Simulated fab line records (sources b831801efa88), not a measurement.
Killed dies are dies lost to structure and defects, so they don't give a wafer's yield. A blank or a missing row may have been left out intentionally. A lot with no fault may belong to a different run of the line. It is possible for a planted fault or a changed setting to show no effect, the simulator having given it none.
Matching of chambers ; flow gf180mcu ; GF_PASSIVATION_CVD_00 on pecvd-04 has 3 sister chambers
The step deposits SiO2 from TEOS, target thk 1000 nm, time 111.95 s. 20 wafers are shown with their chamber, then 10 later ones without.

## WAFERS, EACH WITH ITS CHAMBER
wafer;chamber;heaterPowerW (W)
L075.1;1;535
L075.2;0;478
L075.3;2;569
L082.1;2;568
L082.3;0;568
L082.5;0;592
L084.3;0;503
L084.5;2;478
L084.6;0;546
L085.1;2;591
L085.3;0;540
L085.4;2;462
L087.4;1;637
L087.5;0;461
L087.6;2;465
L090.1;0;513
L090.2;1;544
L090.3;2;563
L090.4;2;585
L090.5;1;596

SIGNATURES (means of the wafers above)
reading;chamber 0;chamber 1;chamber 2;scatter within a chamber
heaterPowerW;525.12;578.00;535.12;50.2
Rule: a wafer's distance from a chamber is the root of the sum, over the readings, of the square of ((its reading less the chamber's mean) divided by the reading's scatter). The wafer belongs to the nearest chamber; if the next one is less than 2 further off, it can't be placed. How the scatter is found: for the shown wafers, subtract from each reading the mean of its chamber, square and add these, divide the total by (wafers less chambers), then take the root.

## WAFERS WHOSE CHAMBER IS MISSING
wafer;heaterPowerW (W)
L090.6;557
L093.4;636
L093.5;456
L093.6;533
L095.1;510
L095.3;454
L095.6;574
L097.1;616
L097.3;657
L097.4;452

## WHICH CHAMBER EACH WENT THROUGH
wafer;from the rows above;in truth
L090.6;can't be placed: 1 or 2 or 0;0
L093.4;can't be placed: 1 or 2 or 0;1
L093.5;can't be placed: 0 or 2 or 1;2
L093.6;can't be placed: 2 or 0 or 1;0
L095.1;can't be placed: 0 or 2 or 1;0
L095.3;can't be placed: 0 or 2 or 1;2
L095.6;can't be placed: 1 or 2 or 0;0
L097.1;can't be placed: 1 or 2 or 0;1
L097.3;can't be placed: 1 or 2 or 0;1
L097.4;can't be placed: 0 or 2 or 1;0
Correct placement for 0 of the 10. Not placeable from these rows: 10 (in 10, the candidates include the true chamber). Placed wrongly: 0.
